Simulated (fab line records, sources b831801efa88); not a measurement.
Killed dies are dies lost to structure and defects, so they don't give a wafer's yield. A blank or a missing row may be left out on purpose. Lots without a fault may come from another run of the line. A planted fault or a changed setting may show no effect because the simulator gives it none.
Chamber matching | flow sky130 | SKY_VIA2_CMP_24 on cmp-01: 4 sister chambers
The step polishes, stops on SiO2, t overpolish 20 s, target thk 0 nm. 4 wafers are shown with their chamber, then 7 later ones without.

WAFERS WITH THEIR CHAMBER
wafer  | chamber | motor_current_A (A)
L589.4 | 1       | 11.2
L593.5 | 3       | 14.3
L599.2 | 2       | 9.8
L599.3 | 0       | 10.7

WAFERS WITHOUT THEIR CHAMBER
wafer  | motor_current_A (A)
L599.4 | 10.9
L603.4 | 11.0
L603.5 | 9.6
L603.6 | 14.2
L608.1 | 11.2
L608.4 | 9.5
L608.5 | 13.9

WHICH CHAMBER EACH WENT THROUGH
wafer  | from the rows above     | in truth
L599.4 | can't be placed: 0 or 1 | 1
L603.4 | can't be placed: 1 or 0 | 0
L603.5 | 2                       | 2
L603.6 | 3                       | 3
L608.1 | 1                       | 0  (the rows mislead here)
L608.4 | 2                       | 2
L608.5 | 3                       | 3
Placed correctly: 4 of 7. Can't be placed from these rows: 2 (the true chamber is among the candidates in 2). Placed wrongly: 1.
How it was worked out, from the rows above alone: a wafer's distance from a chamber is the root of the sum, over the readings, of the square of ((its reading less the chamber's mean) divided by the reading's scatter). The wafer belongs to the nearest chamber; if the next one is less than 2 further off, it can't be placed. A chamber's mean is the mean of its shown wafers. The scatter: with one shown wafer a chamber, the root of the mean of the squares of how far each hidden wafer lies from its nearest shown one.
